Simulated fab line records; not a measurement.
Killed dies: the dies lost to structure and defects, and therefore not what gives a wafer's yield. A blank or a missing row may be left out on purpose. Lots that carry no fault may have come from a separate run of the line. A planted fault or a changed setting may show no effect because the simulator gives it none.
fab line records    flow sky130
record: lots: 6  wafers: 18  last_day: 50
route steps=708 shown SONOS_ONO@184 GATE_OXIDE@187
lots with no fault: from the same line, run without faults
start_h: hours from the record's first day to the start of the lot's first wafer shown    wait_h: hours from the lot's prior step to this one    " the same as in the row above    L1.1+2: a row that stands for several wafers    - no value present, or no start provided    * or withheld: withheld    < > ~ a bound
route shown NAME@n: NAME is a module with steps in the file, n the number in the route of the first one    usual: mean/standard deviation taken from wafers without a fault    same: alike in all rows    chamber/n: place in a boat    sites: per-site readings    _std_site: their standard deviation    _edge_site: outer sites' mean less inner sites'    radius_mm: how far each site lies from the wafer's centre    mask NAME#n: copy n    behind: tool/chamber where the wafer was last shaped    hold: why the lot was held/for how many hours/how that ended    device: transistor that didn't switch, given as n, p or np    end of line: at the end of the route, the tests of the same wafers    a step with no rows: only its recipe    killed: at the first sort, the dies lost to defects and structure; wafer yield is something else    map: the dies of a wafer, with x for killed, . for not killed, _ for no die there
set.NAME: the setting that was run; set.NAME@STEP: the one run at that earlier step    model.NAME: the simulator's own value behind a step, which no gauge read
certain route steps with their lots: each step a table, each wafer a row
services: a tool's chamber out of use, with start hour (start_h, from the record's first day; less than 0 if before it), hours out, and reason
== steps ==
step: SKY_SONOS_ONO_WET_ETCH_16
recipe: chemistry: dHF  target_depth_nm: 14  dry: n2_spin  target: SiO2  dilution: 100:1  temp_c: 25  time_s: 280
step: SKY_SONOS_ONO_STRIP_17
recipe: chemistry: O2/N2  power_w: 1400  pressure_mtorr: 1500  platen_temp_c: withheld  o2_flow_sccm: 3000  n2_flow_sccm: 300  overash_fraction: 0.5
usual: drypump_motor_current_A: 5.6/0.34  oes_product_au: 0.711/0.005  strip_time_to_endpoint_s: 14.09/0.041
lot.wafer  tool             chamber  start_h  wait_h  drypump_motor_current_A  oes_product_au  rf_hours_counter_h  strip_time_to_endpoint_s
L131.3     plasma_asher-01  1        312.04   0.0     5.7                      0.711           -                   14.12
L131.4     "                0        "        "       5.2                      0.716           -                   14.10
L131.5     "                1        "        "       5.7                      0.708           -                   14.15
L139.4     plasma_asher-02  1        377.16   0.0     6.1                      0.711           -                   14.05
L139.5     "                1        "        "       6.1                      0.707           -                   14.05
L139.6     "                0        "        "       5.7                      0.716           -                   14.06
L142.1     plasma_asher-02  1        405.05   0.0     6.1                      0.704           60                  14.09
L142.2     "                0        "        "       5.6                      0.706           60                  14.07
L142.4     "                1        "        "       6.1                      0.716           -                   14.08
L143.1     plasma_asher-01  1        413.17   0.0     5.7                      0.717           74                  14.09
L143.4     "                0        "        "       5.2                      0.708           -                   14.05
L143.5     "                1        "        "       5.8                      0.707           -                   14.08
L145.3     plasma_asher-02  1        428.07   0.0     6.1                      0.713           -                   14.07
L145.4     "                0        "        "       5.6                      0.716           -                   14.05
L145.6     "                1        "        "       6.1                      0.709           -                   14.06
L148.4     plasma_asher-02  1        454.77   0.0     6.1                      0.711           -                   14.08
L148.5     "                1        "        "       6.1                      0.705           -                   14.07
L148.6     "                0        "        "       5.7                      0.703           -                   14.09
step: SKY_SONOS_ONO_WET_ETCH_18
recipe: chemistry: H3PO4  target_depth_nm: 15  target: Si3N4  temp_c: 160  time_s: 172
step: SKY_GATE_OXIDE_CLEAN_00
recipe: chemistry: SC1/SC2  mix: 1:4:20  temp_c: 70  time_s: 150  dry: n2_spin
step: SKY_GATE_OXIDE_OXIDATION_01
recipe: temp_c: 900  ambient: O2  stabilise_s: 600  purge_s: 300  target_thk_a: 102.68  ox_time_s: 1473
step: SKY_GATE_OXIDE_THK_MEAS_02
recipe: reads: SiO2_of_GATE_OXIDE_OXIDATION_01
usual: GATE_OXIDE_OXIDATION_00_THK: 10.19/0.21
lot.wafer  tool           chamber  start_h  wait_h  GATE_OXIDE_OXIDATION_00_THK[nm]
L131.3     film_metro-03  -        316.02   0.0     10.02
L131.4     "              -        "        "       9.83
L131.5     "              -        "        "       10.04
L139.4     film_metro-01  -        381.91   0.0     10.53
L139.5     "              -        "        "       10.58
L139.6     "              -        "        "       10.30
L142.1     film_metro-02  -        409.45   0.0     10.09
L142.2     "              -        "        "       10.07
L142.4     "              -        "        "       10.05
L143.1     film_metro-03  -        416.57   0.0     9.92
L143.4     "              -        "        "       9.82
L143.5     "              -        "        "       9.96
L145.3     film_metro-01  -        429.76   0.0     10.10
L145.4     "              -        "        "       10.28
L145.6     "              -        "        "       10.34
L148.4     film_metro-02  -        458.11   0.0     10.25
L148.5     "              -        "        "       10.16
L148.6     "              -        "        "       10.33
step: SKY_GATE_OXIDE_DEHYDRATE_03
recipe: temp_c: 200  time_s: 60
step: SKY_GATE_OXIDE_HMDS_04
recipe: prime_time_s: 60  prime_temp_c: 120
step: SKY_GATE_OXIDE_COAT_05
recipe: resist: NOVOLAK  spin_rpm: 3000  resist_thk_nm: 1140
step: SKY_GATE_OXIDE_SOFTBAKE_06
recipe: temp_c: 90  time_s: 60  resist: NOVOLAK
step: SKY_GATE_OXIDE_EXPOSE_07
recipe: mask_id: LVOM  na: 0.6  source_shape: conventional  sigma_outer: 0.6  polarization: unpolarized  target_cd_nm: 600  dose_mj: 170
step: SKY_GATE_OXIDE_PEB_08
recipe: temp_c: withheld  time_s: *  resist: NOVOLAK
step: SKY_GATE_OXIDE_DEVELOP_09
recipe: resist: NOVOLAK  developer: TMAH  develop_time_s: 60  dev_temp_c: 23
usual: chill_plate_temp_C: 22.99/0.095  develop_time_s: 60/0  exhaust_pa: 45.1/0.87  resist_line_temp_C: 22.97/0.13
lot.wafer  tool            chamber  start_h  wait_h  chill_plate_temp_C  develop_time_s  exhaust_pa  resist_line_temp_C
L131.3     litho_track-01  0        342.05   0.1     22.87               60              46.3        22.90
L131.4     "               0        "        "       22.92               60              44.5        22.82
L131.5     "               0        "        "       22.94               60              44.5        22.88
L139.4     litho_track-01  0        412.07   0.1     23.07               60              44.0        23.06
L139.5     "               0        "        "       22.93               60              43.1        23.12
L139.6     "               0        "        "       23.08               60              44.4        23.06
L142.1     litho_track-04  -        439.95   0.1     -                   -               -           -
L142.2     "               -        "        "       -                   -               -           -
L142.4     "               -        "        "       -                   -               -           -
L143.1     litho_track-01  -        446.75   0.1     -                   -               -           -
L143.4     "               -        "        "       -                   -               -           -
L143.5     "               -        "        "       -                   -               -           -
L145.3     litho_track-04  0        460.85   0.1     23.02               60              44.7        22.93
L145.4     "               0        "        "       22.99               60              43.5        22.89
L145.6     "               0        "        "       23.05               60              42.9        23.13
L148.4     litho_track-01  0        489.07   0.1     23.14               60              45.7        23.02
L148.5     "               0        "        "       23.13               60              46.9        23.04
L148.6     "               0        "        "       22.86               60              45.9        23.01
step: SKY_GATE_OXIDE_OVL_MEAS_10
usual: GATE_OXIDE_OVL: 0.8/1.2
lot.wafer  tool        chamber  start_h  wait_h  GATE_OXIDE_OVL[nm]
L131.3     overlay-02  -        342.16   0.1     0.2
L131.4     "           -        "        "       0.1
L131.5     "           -        "        "       2.1
L139.4     overlay-01  -        412.16   0.1     2.9
L139.5     "           -        "        "       1.8
L139.6     "           -        "        "       1.7
L142.1     overlay-02  -        440.10   0.1     -
L142.2     "           -        "        "       -
L142.4     "           -        "        "       -
L143.1     overlay-01  -        446.90   0.1     -
L143.4     "           -        "        "       -
L143.5     "           -        "        "       -
L145.3     overlay-02  -        460.96   0.1     0.9
L145.4     "           -        "        "       0.9
L145.6     "           -        "        "       1.7
L148.4     overlay-01  -        489.16   0.1     -1.0
L148.5     "           -        "        "       0.5
L148.6     "           -        "        "       1.3
== services ==
tool             chamber  start_h  hours  kind
litho_track-01   -        294.31   -      consumable_replace:filter
plasma_asher-02  -        304.74   2.6    repair
plasma_asher-02  -        316.02   5.2    pm
plasma_asher-01  -        331.24   0.4    repair
plasma_asher-02  -        333.80   3.8    repair
plasma_asher-01  -        354.31   7.2    repair
plasma_asher-01  -        421.25   9.0    pm
plasma_asher-01  0        421.25   9.0    vent_cycle
plasma_asher-01  1        421.25   9.0    vent_cycle
plasma_asher-01  0        430.25   -      clean
plasma_asher-01  1        430.25   -      clean
plasma_asher-01  -        460.18   0.7    repair
== key ==
first_sign: step: SKY_GATE_OXIDE_DEVELOP_09  reading: tool_record  direction: missing
effect none on later readings
met_at SKY_GATE_OXIDE_DEVELOP_09
struck_wafers L142.1,L142.2,L142.4,L143.1,L143.4,L143.5
later_rows_left_out L142.1,L142.2,L142.4,L143.1,L143.4,L143.5
sort_left_out L142.1,L142.2,L142.4,L143.1,L143.4,L143.5
tester_left_out L142,L143
onset_between 412.07 439.95
fault: kind: skipped_step_whole  tool: litho_track-01,litho_track-04  chamber: -  onset_h: 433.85  steps: SKY_GATE_OXIDE_DEVELOP_09  scope: struck_lots_only
tester_left_out: of these lots the tester's yield and bins aren't shown, on N5 and GAA mostly nor the transistor test; their killed dies are dies lost to structure and defects alone, not to doping, threshold or leakage, so they don't give the yield
sort_left_out: the simulated sort isn't trusted on such a fault, so these wafers' sort isn't shown, and their yield isn't known
later_rows_left_out: the simulator's readings of these wafers behind a module that went badly wrong aren't trusted and aren't shown, but for the sort
